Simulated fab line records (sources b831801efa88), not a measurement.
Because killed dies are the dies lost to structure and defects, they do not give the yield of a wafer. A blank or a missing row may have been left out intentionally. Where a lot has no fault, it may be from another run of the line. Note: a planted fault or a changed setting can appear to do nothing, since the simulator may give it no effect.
2 desks, one fault ; flow sky130 ; what lay behind the numbers comes last; until then each desk has only its own

FOR THE TOOL OWNER'S DESK: pvd sputter-04
The tool's own readings at SKY_LOCAL_INTERCONNECT_SPUTTER_00 (material TiN, target thk 100 nm, time 83.3 s): means of the sampled wafers that have a number, for each lot that ran on this tool. The brackets show how far a lot's mean lies from the usual mean; more than 4 standard deviations puts the lot out of limits, marked OUT.
Columns: A = throttle valve pct at SKY_LOCAL_INTERCONNECT_SPUTTER_00, usual 29.7 %
lot;first seen here;A
L249;day 30 01:33;30.6
L253;day 31 11:49;29.6
L256;day 32 09:25;29.7
L264;day 35 17:49;30.5
Result from this desk: across the 4 lots, nothing is out of limits.

METROLOGY DESK
Means of the sampled wafers that have a number, per lot and without regard to the tool the lot ran on: this is what the gauges read. The brackets show how far a lot's mean lies from the usual mean; more than 4 standard deviations puts the lot out of limits, marked OUT.
Columns: A = cd nm at SKY_LI_CONTACT_CD_MEAS_12, usual 170.1 nm; B = LI_CONTACT_W_THK at SKY_LI_CONTACT_THK_MEAS_23, usual 404 nm; C = LOCAL_INTERCONNECT_TIN_RS at SKY_LOCAL_INTERCONNECT_RS_MEAS_01, usual 14.13 ohm/sq; D = LOCAL_INTERCONNECT_TIN_THK at SKY_LOCAL_INTERCONNECT_THK_MEAS_02, usual 101.1 nm; E = CONTACT_HDPCVD_THK at SKY_CONTACT_THK_MEAS_03, usual 566 nm
lot;first seen here;A;B;C;D;E
L247;day 29 02:41;170.3;407;14.03;101.8;561
L248;day 29 19:22;172.5;409;14.12;101.5;566
L249;day 30 00:14;169.3;402;14.15;100.6;561
L253;day 31 10:29;168.5;411;12.78 (-9.7) OUT;114.9 (+14) OUT;564
L256;day 32 08:06;167.9;399;12.89 (-8.8) OUT;113.4 (+13) OUT;572
L257;day 32 15:34;171.9;407;14.00;101.4;566
L261;day 33 23:30;169.1;405;14.43;99.6;571
L264;day 35 16:30;170.4;396;14.11;100.3;565
L267;day 35 18:23;171.5;403;14.03;102.0;568
L268;day 36 01:05;171.2;398;14.16;101.1;561
L269;day 36 12:57;170.5;404;13.90;102.6;568
This desk finds L253, L256 out of limits, with the earliest case on L253 at day 31 11:53 (LOCAL_INTERCONNECT_TIN_RS at SKY_LOCAL_INTERCONNECT_RS_MEAS_01). L247, L248, L249, L257, L261, L264, L267, L268, L269: within limits.

TAKEN TOGETHER
At day 31 11:53 the metrology desk could have sounded an alarm, on L253, L256.
The desk of the tool owner found nothing out of limits.
On record at the tool owner's desk: L253, L256, within its limits.
The lots listed all ran SKY_LOCAL_INTERCONNECT_SPUTTER_00 on pvd sputter-04.

WHAT THE SIMULATOR HAD PUT IN
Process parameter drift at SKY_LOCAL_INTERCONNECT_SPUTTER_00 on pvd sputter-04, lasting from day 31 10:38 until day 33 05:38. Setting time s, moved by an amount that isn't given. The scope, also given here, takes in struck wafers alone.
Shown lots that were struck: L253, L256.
Hours from the fault's start to each desk's first reading out of limits: the metrology desk, 1.
